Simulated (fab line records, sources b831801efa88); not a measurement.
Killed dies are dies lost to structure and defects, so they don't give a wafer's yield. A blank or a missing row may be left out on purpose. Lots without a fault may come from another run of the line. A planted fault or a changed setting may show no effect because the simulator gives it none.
fab line records | flow gf180mcu
record lots=24 wafers=72 last_day=34
route steps=602 shown M2@362 V2@400 M3@411
lots that met no fault: from a run of the same line without faults
start_h: hours from the record's first day to the start of the lot's first wafer shown | wait_h: hours since the lot's step before | " the same as in the row above | L1.1+2: a row that stands for several wafers | - no value, or no start given | * or withheld: withheld | < > ~ a bound
route shown NAME@n: a module of which the file shows steps, and the number in the route of the first | usual: mean/standard deviation of fault-free wafers | same: alike in all rows | chamber/n: place in a boat | sites: the reading at each site | _std_site: their standard deviation | _edge_site: outer sites' mean less inner sites' | radius_mm: how far each site lies from the wafer's centre | mask NAME#n: copy n | behind: the tool/chamber that last shaped the wafer | hold: why the lot was held/for how many hours/how that ended | device: the transistor (n, p or np) that didn't switch | end of line: the same wafers' tests at the end of the route | a step without rows: its recipe alone | killed: dies lost to structure and defects at the first sort, not the wafer's yield | map: a wafer's dies, x killed, . not, _ none there
set.NAME: the setting as run; set.NAME@STEP: as run at that earlier step | model.NAME: the simulator's own value behind a step, which no gauge read
steps of the route over a sample of lots; a table a step, a row a wafer
services: from which hour (start_h, from the record's first day; less than 0 if before it) a tool's chamber was out of use, for how many hours, and why
## steps
# step GF_M2_SPUTTER_00
# recipe material=Ti target_thk_nm=37.5 arriving_ion_energy_ev=80 substrate_temp_c=200 chamber_pressure_pa=2 power_w=4000 time_s=150
# usual throttle_valve_pct=30.2/1.4
# columns lot.wafer tool chamber start_h wait_h throttle_valve_pct
L074.1 pvd_sputter-02 - 405.88 0.2 30.3
L074.3 " - " " 28.6
L074.4 " - " " 30.0
L075.4 pvd_sputter-03 - 415.36 0.1 29.8
L075.5 " - " " 30.0
L075.6 " - " " 31.8
L076.1 pvd_sputter-03 - 426.78 0.2 29.6
L076.3 " - " " 30.1
L076.6 " - " " 30.2
L077.1 pvd_sputter-03 - 437.87 0.1 31.0
L077.2 " - " " 30.1
L077.4 " - " " 29.9
L078.1 pvd_sputter-02 - 443.50 0.2 31.3
L078.3 " - " " 30.2
L078.4 " - " " 29.7
L079.2 pvd_sputter-03 - 460.36 0.1 31.7
L079.4 " - " " 29.9
L079.6 " - " " 30.2
L080.1 pvd_sputter-04 - 471.58 0.1 30.1
L080.2 " - " " 27.1
L080.5 " - " " 32.3
L081.2 pvd_sputter-03 - 477.07 0.1 30.3
L081.3 " - " " 32.3
L081.4 " - " " 31.0
L082.1 pvd_sputter-04 - 490.48 0.1 30.2
L082.3 " - " " 30.1
L082.5 " - " " 32.0
L083.1 pvd_sputter-02 - 495.92 0.1 29.3
L083.2 " - " " 30.9
L083.6 " - " " 30.7
L084.1 pvd_sputter-04 - 509.23 0.2 30.0
L084.4 " - " " 31.9
L084.5 " - " " 30.1
L085.2 pvd_sputter-04 - 514.14 0.2 32.1
L085.5 " - " " 29.9
L085.6 " - " " 26.8
L086.1 pvd_sputter-04 - 521.67 0.2 30.0
L086.2 " - " " 29.8
L086.4 " - " " 26.9
L087.1 pvd_sputter-04 - 530.54 0.1 26.8
L087.4 " - " " 32.1
L087.5 " - " " 27.1
L088.1 pvd_sputter-03 - 537.23 0.2 31.1
L088.3 " - " " 29.9
L088.5 " - " " 30.1
L089.3 pvd_sputter-04 - 540.48 0.2 30.1
L089.5 " - " " 29.6
L089.6 " - " " 27.1
L090.1 pvd_sputter-03 - 553.87 0.2 32.0
L090.5 " - " " 30.1
L090.6 " - " " 31.9
L091.1 pvd_sputter-02 - 566.37 0.1 30.1
L091.3 " - " " 29.7
L091.5 " - " " 29.6
L093.4 pvd_sputter-03 - 579.51 0.3 29.8
L093.5 " - " " 31.2
L093.6 " - " " 31.8
L092.3 pvd_sputter-04 - 580.59 0.2 27.0
L092.4 " - " " 32.0
L092.5 " - " " 29.8
L094.1 pvd_sputter-03 - 584.35 0.1 31.8
L094.4 " - " " 31.2
L094.6 " - " " 31.9
L095.1 pvd_sputter-02 - 594.48 0.1 29.7
L095.2 " - " " 30.9
L095.6 " - " " 29.7
L096.2 pvd_sputter-02 - 606.57 0.2 28.8
L096.3 " - " " 29.5
L096.4 " - " " 30.8
L097.3 pvd_sputter-03 - 607.53 0.2 30.1
L097.4 " - " " 30.0
L097.5 " - " " 31.8
# step GF_V2_STRIP_18
# recipe chemistry=O2/N2 power_w=1400 pressure_mtorr=1500 platen_temp_c=250 o2_flow_sccm=3000 n2_flow_sccm=300 overash_fraction=0.5
# usual drypump_motor_current_A=5.8/0.48 heater_power_w=351/21 oes_product_au=0.594/0.0045
# columns lot.wafer tool chamber start_h wait_h drypump_motor_current_A heater_power_w oes_product_au rf_hours_counter_h
L074.1 plasma_asher-03 1 457.04 - 4.9 312 0.597 80
L074.3 " 0 " " 5.4 332 0.595 -
L074.4 " 1 " " 4.9 319 0.604 -
L075.4 plasma_asher-02 0 465.48 - 6.5 389 0.595 -
L075.5 " 0 " " 6.5 378 0.590 -
L075.6 " 1 " " 6.0 360 0.586 -
L076.1 plasma_asher-02 1 476.99 - 6.0 361 0.598 5
L076.3 " 1 " " 6.0 355 0.597 -
L076.6 " 1 " " 6.0 362 0.592 -
L077.1 plasma_asher-01 0 487.24 - 6.2 362 0.595 40
L077.2 " 1 " " 5.5 329 0.593 40
L077.4 " 1 " " 5.5 328 0.600 -
L078.1 plasma_asher-01 0 494.14 - 6.1 359 0.590 41
L078.3 " 1 " " 5.5 342 0.593 -
L078.4 " 0 " " 6.2 356 0.603 -
L079.2 plasma_asher-03 0 510.14 - 5.4 326 0.596 85
L079.4 " 1 " " 4.9 320 0.593 -
L079.6 " 0 " " 5.4 324 0.595 -
L080.1 plasma_asher-01 1 521.14 - 5.5 333 0.592 44
L080.2 " 0 " " 6.2 355 0.598 44
L080.5 " 1 " " 5.5 339 0.597 -
L081.2 plasma_asher-01 0 526.41 - 6.1 370 0.596 45
L081.3 " 1 " " 5.5 337 0.591 -
L081.4 " 0 " " 6.1 375 0.594 -
L082.1 plasma_asher-01 1 539.04 - 5.5 340 0.596 47
L082.3 " 0 " " 6.2 366 0.588 -
L082.5 " 1 " " 5.5 335 0.593 -
L083.1 plasma_asher-02 1 543.79 - 6.0 351 0.590 13
L083.2 " 0 " " 6.5 387 0.588 13
L083.6 " 0 " " 6.5 376 0.592 -
L084.1 plasma_asher-01 1 556.54 - 5.5 341 0.598 49
L084.4 " 1 " " 5.5 335 0.599 -
L084.5 " 1 " " 5.5 336 0.591 -
L085.2 plasma_asher-02 0 561.44 - 6.5 381 0.599 15
L085.5 " 0 " " 6.5 380 0.594 -
L085.6 " 1 " " 6.0 351 0.598 -
L086.1 plasma_asher-03 0 567.63 - 5.5 325 0.591 87
L086.2 " 1 " " 4.9 319 0.603 87
L086.4 " 0 " " 5.5 325 0.595 -
L087.1 plasma_asher-03 0 576.79 - 5.4 328 0.593 88
L087.4 " 1 " " 4.9 319 0.590 -
L087.5 " 1 " " 4.9 318 0.589 -
L088.1 plasma_asher-01 0 583.54 - 6.1 367 0.594 52
L088.3 " 1 " " 5.5 334 0.600 -
L088.5 " 1 " " 5.5 334 0.592 -
L089.3 plasma_asher-03 0 586.43 - 5.5 321 0.583 -
L089.5 " 0 " " 5.5 328 0.583 -
L089.6 " 1 " " 4.9 327 0.592 -
L090.1 plasma_asher-02 1 598.89 - 6.0 351 0.595 19
L090.5 " 0 " " 6.5 380 0.603 -
L090.6 " 1 " " 6.0 354 0.593 -
L091.1 plasma_asher-02 1 611.49 - 6.0 358 0.581 21
L091.3 " 1 " " 6.0 351 0.594 -
L091.5 " 0 " " 6.5 380 0.593 -
L093.4 plasma_asher-02 0 623.17 - 6.5 385 0.596 -
L093.5 " 1 " " 6.0 357 0.600 -
L093.6 " 0 " " 6.5 383 0.590 -
L092.3 plasma_asher-01 0 624.12 - 6.2 355 0.588 -
L092.4 " 1 " " 5.5 335 0.598 -
L092.5 " 1 " " 5.5 344 0.595 -
L094.1 plasma_asher-01 0 628.64 - 6.2 367 0.588 57
L094.4 " 1 " " 5.5 334 0.594 -
L094.6 " 0 " " 6.2 367 0.596 -
L095.1 plasma_asher-02 1 636.14 - 6.0 362 0.596 24
L095.2 " 0 " " 6.5 384 0.598 24
L095.6 " 1 " " 6.0 356 0.595 -
L096.2 plasma_asher-01 1 650.19 - 5.5 344 0.589 59
L096.3 " 0 " " 6.1 362 0.591 -
L096.4 " 1 " " 5.5 338 0.595 -
L097.3 plasma_asher-01 1 650.93 - 5.5 337 0.587 -
L097.4 " 0 " " 6.2 366 0.598 -
L097.5 " 0 " " 6.2 368 0.592 -
# step GF_V2_SPUTTER_21
# recipe material=Ti target_thk_nm=15 chamber_pressure_pa=5 power_w=2500 substrate_temp_c=200 time_s=80.02
# usual throttle_valve_pct=29.9/1.4
# columns lot.wafer tool chamber start_h wait_h throttle_valve_pct
L074.1 pvd_sputter-01 - 457.58 0.0 30.6
L074.3 " - " " 31.6
L074.4 " - " " 28.6
L075.4 pvd_sputter-02 - 465.98 0.0 28.9
L075.5 " - " " 28.8
L075.6 " - " " 29.7
L076.1 pvd_sputter-01 - 477.53 0.0 31.2
L076.3 " - " " 31.4
L076.6 " - " " 28.5
L077.1 pvd_sputter-01 - 487.79 0.0 28.7
L077.2 " - " " 29.2
L077.4 " - " " 31.4
L078.1 pvd_sputter-01 - 494.68 0.0 30.8
L078.3 " - " " 29.2
L078.4 " - " " 28.6
L079.2 pvd_sputter-04 - 510.67 0.0 30.0
L079.4 " - " " 32.3
L079.6 " - " " 27.2
L080.1 pvd_sputter-02 - 521.71 0.0 28.9
L080.2 " - " " 30.9
L080.5 " - " " 28.8
L081.2 pvd_sputter-01 - 527.04 0.0 29.1
L081.3 " - " " 30.9
L081.4 " - " " 28.5
L082.1 pvd_sputter-01 - 539.57 0.0 28.8
L082.3 " - " " 30.8
L082.5 " - " " 30.9
L083.1 pvd_sputter-04 - 544.32 0.0 27.0
L083.2 " - " " 31.9
L083.6 " - " " 29.9
L084.1 pvd_sputter-04 - 557.07 0.0 31.8
L084.4 " - " " 32.2
L084.5 " - " " 29.9
L085.2 pvd_sputter-01 - 561.97 0.0 29.2
L085.5 " - " " 31.2
L085.6 " - " " 31.5
L086.1 pvd_sputter-04 - 568.16 0.0 32.2
L086.2 " - " " 27.4
L086.4 " - " " 30.2
L087.1 pvd_sputter-02 - 577.32 0.0 30.0
L087.4 " - " " 28.8
L087.5 " - " " 30.1
L088.1 pvd_sputter-04 - 584.11 0.0 29.7
L088.3 " - " " 30.2
L088.5 " - " " 29.8
L089.3 pvd_sputter-04 - 586.93 0.0 30.0
L089.5 " - " " 30.2
L089.6 " - " " 29.9
L090.1 pvd_sputter-04 - 599.43 0.0 29.9
L090.5 " - " " 30.0
L090.6 " - " " 27.1
L091.1 pvd_sputter-04 - 612.03 0.0 31.9
L091.3 " - " " 29.8
L091.5 " - " " 31.9
L093.4 pvd_sputter-04 - 623.67 0.0 29.9
L093.5 " - " " 26.9
L093.6 " - " " 32.2
L092.3 pvd_sputter-02 - 624.62 0.0 30.1
L092.4 " - " " 30.8
L092.5 " - " " 29.6
L094.1 pvd_sputter-01 - 629.27 0.0 30.9
L094.4 " - " " 28.6
L094.6 " - " " 31.6
L095.1 pvd_sputter-04 - 637.08 0.0 32.2
L095.2 " - " " 26.7
L095.6 " - " " 30.1
L096.2 pvd_sputter-02 - 650.73 0.0 30.7
L096.3 " - " " 28.6
L096.4 " - " " 29.9
L097.3 pvd_sputter-01 - 651.86 0.0 28.6
L097.4 " - " " 31.4
L097.5 " - " " 28.7
# step GF_M3_SPUTTER_02
# recipe material=AlCu target_thk_nm=450 power_w=10600 time_s=23.9 chamber_pressure_pa=0.4
# usual throttle_valve_pct=30.2/1.3
# columns lot.wafer tool chamber start_h wait_h throttle_valve_pct
L074.1 pvd_sputter-03 - 458.42 0.0 30.1
L074.3 " - " " 29.8
L074.4 " - " " 31.8
L075.4 pvd_sputter-04 - 466.80 0.0 30.0
L075.5 " - " " 32.0
L075.6 " - " " 26.9
L076.1 pvd_sputter-04 - 478.35 0.0 30.1
L076.3 " - " " 32.1
L076.6 " - " " 30.2
L077.1 pvd_sputter-03 - 488.61 0.0 31.9
L077.2 " - " " 31.0
L077.4 " - " " 30.2
L078.1 pvd_sputter-04 - 495.51 0.0 27.0
L078.3 " - " " 29.6
L078.4 " - " " 31.8
L079.2 pvd_sputter-01 - 511.50 0.0 29.1
L079.4 " - " " 30.7
L079.6 " - " " 30.8
L080.1 pvd_sputter-01 - 522.53 0.0 31.2
L080.2 " - " " 31.4
L080.5 " - " " 29.5
L081.2 pvd_sputter-03 - 527.86 0.0 32.0
L081.3 " - " " 30.0
L081.4 " - " " 30.8
L082.1 pvd_sputter-03 - 540.40 0.0 30.1
L082.3 " - " " 32.0
L082.5 " - " " 29.9
L083.1 pvd_sputter-03 - 545.15 0.0 29.8
L083.2 " - " " 32.0
L083.6 " - " " 30.0
L084.1 pvd_sputter-03 - 557.90 0.0 31.7
L084.4 " - " " 30.1
L084.5 " - " " 30.2
L085.2 pvd_sputter-04 - 562.80 0.0 29.8
L085.5 " - " " 32.2
L085.6 " - " " 30.0
L086.1 pvd_sputter-03 - 569.02 0.0 32.0
L086.2 " - " " 30.0
L086.4 " - " " 31.2
L087.1 pvd_sputter-01 - 578.16 0.0 30.7
L087.4 " - " " 29.4
L087.5 " - " " 29.2
L088.1 pvd_sputter-01 - 584.94 0.0 31.5
L088.3 " - " " 29.1
L088.5 " - " " 31.8
L089.3 pvd_sputter-01 - 587.77 0.0 31.4
L089.5 " - " " 30.8
L089.6 " - " " 29.2
L090.1 pvd_sputter-01 - 600.26 0.0 31.2
L090.5 " - " " 29.3
L090.6 " - " " 30.9
L091.1 pvd_sputter-03 - 612.86 0.0 31.0
L091.3 " - " " 29.9
L091.5 " - " " 31.0
L093.4 pvd_sputter-03 - 627.98 0.0 31.8
L093.5 " - " " 30.1
L093.6 " - " " 31.7
L092.3 pvd_sputter-01 - 628.30 0.0 30.8
L092.4 " - " " 28.9
L092.5 " - " " 28.7
L094.1 pvd_sputter-03 - 630.56 0.0 32.1
L094.4 " - " " 31.2
L094.6 " - " " 31.1
L095.1 pvd_sputter-01 - 637.90 0.0 30.7
L095.2 " - " " 31.4
L095.6 " - " " 31.7
L096.2 pvd_sputter-04 - 651.56 0.0 29.8
L096.3 " - " " 26.8
L096.4 " - " " 32.6
L097.3 pvd_sputter-01 - 652.68 0.0 28.5
L097.4 " - " " 31.5
L097.5 " - " " 31.4
# step GF_M3_SPUTTER_04
# recipe material=TiN target_thk_nm=50 power_w=6500 time_s=41.7 chamber_pressure_pa=0.4
# usual throttle_valve_pct=30.2/1.3
# columns lot.wafer tool chamber start_h wait_h throttle_valve_pct
L074.1 pvd_sputter-03 - 458.47 0.0 30.1
L074.3 " - " " 29.9
L074.4 " - " " 31.8
L075.4 pvd_sputter-04 - 466.85 0.0 30.1
L075.5 " - " " 32.5
L075.6 " - " " 27.0
L076.1 pvd_sputter-04 - 478.40 0.0 30.1
L076.3 " - " " 32.1
L076.6 " - " " 30.0
L077.1 pvd_sputter-03 - 488.66 0.0 31.8
L077.2 " - " " 31.1
L077.4 " - " " 30.2
L078.1 pvd_sputter-04 - 495.56 0.0 27.1
L078.3 " - " " 29.9
L078.4 " - " " 32.0
L079.2 pvd_sputter-01 - 511.55 0.0 28.9
L079.4 " - " " 30.8
L079.6 " - " " 31.0
L080.1 pvd_sputter-01 - 522.58 0.0 30.6
L080.2 " - " " 31.6
L080.5 " - " " 29.2
L081.2 pvd_sputter-03 - 527.91 0.0 31.7
L081.3 " - " " 29.9
L081.4 " - " " 30.8
L082.1 pvd_sputter-03 - 540.45 0.0 30.0
L082.3 " - " " 32.0
L082.5 " - " " 29.9
L083.1 pvd_sputter-03 - 545.20 0.0 30.2
L083.2 " - " " 32.2
L083.6 " - " " 29.9
L084.1 pvd_sputter-03 - 557.95 0.0 31.8
L084.4 " - " " 29.8
L084.5 " - " " 30.0
L085.2 pvd_sputter-04 - 562.85 0.0 30.0
L085.5 " - " " 32.0
L085.6 " - " " 30.2
L086.1 pvd_sputter-03 - 569.07 0.0 31.5
L086.2 " - " " 30.0
L086.4 " - " " 30.8
L087.1 pvd_sputter-01 - 578.22 0.0 30.9
L087.4 " - " " 29.1
L087.5 " - " " 29.1
L088.1 pvd_sputter-01 - 585.00 0.0 31.6
L088.3 " - " " 29.2
L088.5 " - " " 31.3
L089.3 pvd_sputter-01 - 587.82 0.0 31.6
L089.5 " - " " 30.9
L089.6 " - " " 29.3
L090.1 pvd_sputter-01 - 600.31 0.0 31.3
L090.5 " - " " 29.2
L090.6 " - " " 30.7
L091.1 pvd_sputter-03 - 612.91 0.0 30.9
L091.3 " - " " 29.9
L091.5 " - " " 31.1
L093.4 pvd_sputter-03 - 628.03 0.0 32.0
L093.5 " - " " 30.1
L093.6 " - " " 32.0
L092.3 pvd_sputter-01 - 628.35 0.0 30.9
L092.4 " - " " 28.8
L092.5 " - " " 28.6
L094.1 pvd_sputter-03 - 630.61 0.0 32.0
L094.4 " - " " 31.0
L094.6 " - " " 31.1
L095.1 pvd_sputter-01 - 637.95 0.0 31.1
L095.2 " - " " 31.7
L095.6 " - " " 31.2
L096.2 pvd_sputter-04 - 651.61 0.0 30.0
L096.3 " - " " 26.7
L096.4 " - " " 32.1
L097.3 pvd_sputter-01 - 652.73 0.0 28.9
L097.4 " - " " 31.5
L097.5 " - " " 31.3
# step GF_M3_STRIP_17
# recipe chemistry=O2/N2 power_w=1400 pressure_mtorr=1500 platen_temp_c=250 o2_flow_sccm=3000 n2_flow_sccm=300 overash_fraction=0.5
# usual drypump_motor_current_A=6.10/0.3 heater_power_w=350/25 oes_product_au=0.558/0.0045 strip_time_to_endpoint_s=7.89/0.036
# columns lot.wafer tool chamber start_h wait_h drypump_motor_current_A heater_power_w oes_product_au rf_hours_counter_h strip_time_to_endpoint_s
L074.1 plasma_asher-02 0 483.19 0.1 6.50 392 0.552 5 7.91
L074.3 " 0 " " 6.52 390 0.559 - 7.89
L074.4 " 1 " " 5.99 360 0.558 - 7.89
L075.4 plasma_asher-01 1 491.41 0.1 5.50 333 0.561 - 7.90
L075.5 " 1 " " 5.49 335 0.554 - 7.86
L075.6 " 0 " " 6.17 366 0.554 - 7.88
L076.1 plasma_asher-04 1 502.71 0.1 6.09 319 0.562 69 7.92
L076.3 " 1 " " 6.09 317 0.553 - 7.89
L076.6 " 0 " " 6.11 312 0.559 - 7.88
L077.1 plasma_asher-02 0 512.53 0.1 6.50 389 0.562 9 7.89
L077.2 " 1 " " 5.99 348 0.551 9 7.89
L077.4 " 0 " " 6.50 384 0.554 - 7.91
L078.1 plasma_asher-02 0 519.08 0.1 6.52 380 0.555 9 7.89
L078.3 " 1 " " 6.02 363 0.568 - 7.89
L078.4 " 0 " " 6.51 371 0.557 - 7.91
L079.2 plasma_asher-04 0 534.93 0.1 6.15 310 0.554 73 7.84
L079.4 " 1 " " 6.07 326 0.550 - 7.86
L079.6 " 1 " " 6.07 329 0.558 - 7.87
L080.1 plasma_asher-02 0 545.59 0.1 6.52 380 0.560 13 7.92
L080.2 " 1 " " 6.01 363 0.556 13 7.98
L080.5 " 1 " " 5.99 364 0.563 - 7.94
L081.2 plasma_asher-01 0 550.67 0.1 6.15 362 0.562 48 7.95
L081.3 " 0 " " 6.15 366 0.557 - 7.87
L081.4 " 1 " " 5.53 333 0.549 - 7.90
L082.1 plasma_asher-02 1 562.88 0.1 6.01 356 0.561 15 7.95
L082.3 " 0 " " 6.48 376 0.560 - 7.91
L082.5 " 1 " " 5.98 350 0.555 - 7.97
L083.1 plasma_asher-02 0 567.49 0.1 6.48 386 0.564 16 7.86
L083.2 " 1 " " 6.00 362 0.549 16 7.85
L083.6 " 1 " " 5.99 355 0.552 - 7.86
L084.1 plasma_asher-04 0 580.18 0.1 6.09 312 0.558 78 7.84
L084.4 " 1 " " 6.09 319 0.557 - 7.82
L084.5 " 1 " " 6.09 328 0.555 - 7.87
L085.2 plasma_asher-04 1 584.77 0.1 6.07 332 0.555 78 7.86
L085.5 " 1 " " 6.04 329 0.565 - 7.88
L085.6 " 0 " " 6.09 304 0.554 - 7.85
L086.1 plasma_asher-02 0 590.32 0.1 6.52 390 0.565 18 7.87
L086.2 " 1 " " 5.99 361 0.560 18 7.90
L086.4 " 0 " " 6.50 390 0.556 - 7.85
L087.1 plasma_asher-01 1 599.33 0.1 5.50 339 0.557 54 7.92
L087.4 " 1 " " 5.51 332 0.562 - 7.92
L087.5 " 1 " " 5.49 342 0.559 - 7.91
L088.1 plasma_asher-02 0 606.53 0.1 6.49 385 0.562 20 7.91
L088.3 " 0 " " 6.49 392 0.562 - 7.92
L088.5 " 0 " " 6.49 379 0.560 - 7.92
L089.3 plasma_asher-01 1 608.92 0.1 5.50 328 0.555 - 7.91
L089.5 " 0 " " 6.17 364 0.553 - 7.92
L089.6 " 1 " " 5.46 339 0.563 - 7.89
L090.1 plasma_asher-01 0 620.87 0.1 6.15 362 0.556 57 7.88
L090.5 " 1 " " 5.51 335 0.558 - 7.95
L090.6 " 0 " " 6.12 367 0.564 - 7.90
L091.1 plasma_asher-02 1 632.38 0.1 6.01 355 0.561 23 7.86
L091.3 " 0 " " 6.49 394 0.562 - 7.87
L091.5 " 0 " " 6.49 380 0.560 - 7.85
L093.4 plasma_asher-02 1 647.66 0.1 6.00 361 0.551 - 7.96
L093.5 " 1 " " 5.99 359 0.554 - 7.93
L093.6 " 0 " " 6.52 373 0.556 - 7.95
L092.3 plasma_asher-02 1 648.72 0.1 5.99 358 0.561 - 7.91
L092.4 " 0 " " 6.52 383 0.564 - 7.95
L092.5 " 1 " " 5.99 357 0.556 - 7.91
L094.1 plasma_asher-04 0 650.32 0.1 6.13 309 0.561 85 7.88
L094.4 " 1 " " 6.07 326 0.559 - 7.88
L094.6 " 0 " " 6.11 315 0.561 - 7.90
L095.1 plasma_asher-04 0 657.98 0.1 6.08 311 0.554 86 7.89
L095.2 " 1 " " 6.06 325 0.551 86 7.88
L095.6 " 1 " " 6.10 326 0.556 - 7.87
L096.2 plasma_asher-01 1 671.60 0.1 5.51 328 0.556 61 7.89
L096.3 " 0 " " 6.14 361 0.565 - 7.90
L096.4 " 1 " " 5.48 327 0.564 - 7.93
L097.3 plasma_asher-04 0 672.56 0.1 6.15 316 0.558 - 7.85
L097.4 " 1 " " 6.06 331 0.563 - 7.85
L097.5 " 1 " " 6.08 331 0.556 - 7.86
## services
# columns tool chamber start_h hours kind
pvd_sputter-03 3 392.23 - consumable_replace:kit
pvd_sputter-03 3 392.23 18.0 scheduled_down
pvd_sputter-03 3 392.23 18.0 vent_cycle
pvd_sputter-04 2 405.80 - consumable_replace:kit
pvd_sputter-04 2 405.80 18.0 scheduled_down
pvd_sputter-04 2 405.80 18.0 vent_cycle
plasma_asher-02 - 421.25 9.0 pm
pvd_sputter-01 - 434.88 4.9 repair
pvd_sputter-04 - 437.73 4.5 repair
pvd_sputter-02 - 441.46 2.0 repair
pvd_sputter-02 - 454.16 1.8 repair
pvd_sputter-01 - 473.68 1.7 repair
pvd_sputter-04 - 524.49 0.7 repair
plasma_asher-03 - 525.42 36.4 repair
pvd_sputter-04 - 530.81 2.1 repair
pvd_sputter-01 - 568.82 0.5 repair
pvd_sputter-03 2 570.24 - consumable_replace:kit
pvd_sputter-03 2 570.24 18.0 scheduled_down
pvd_sputter-03 2 570.24 18.0 vent_cycle
plasma_asher-03 - 597.67 3.7 repair
pvd_sputter-02 - 614.78 1.8 repair
plasma_asher-01 - 632.55 4.6 repair
plasma_asher-04 - 660.60 0.6 repair
plasma_asher-01 - 661.99 0.7 repair
## key
fault none
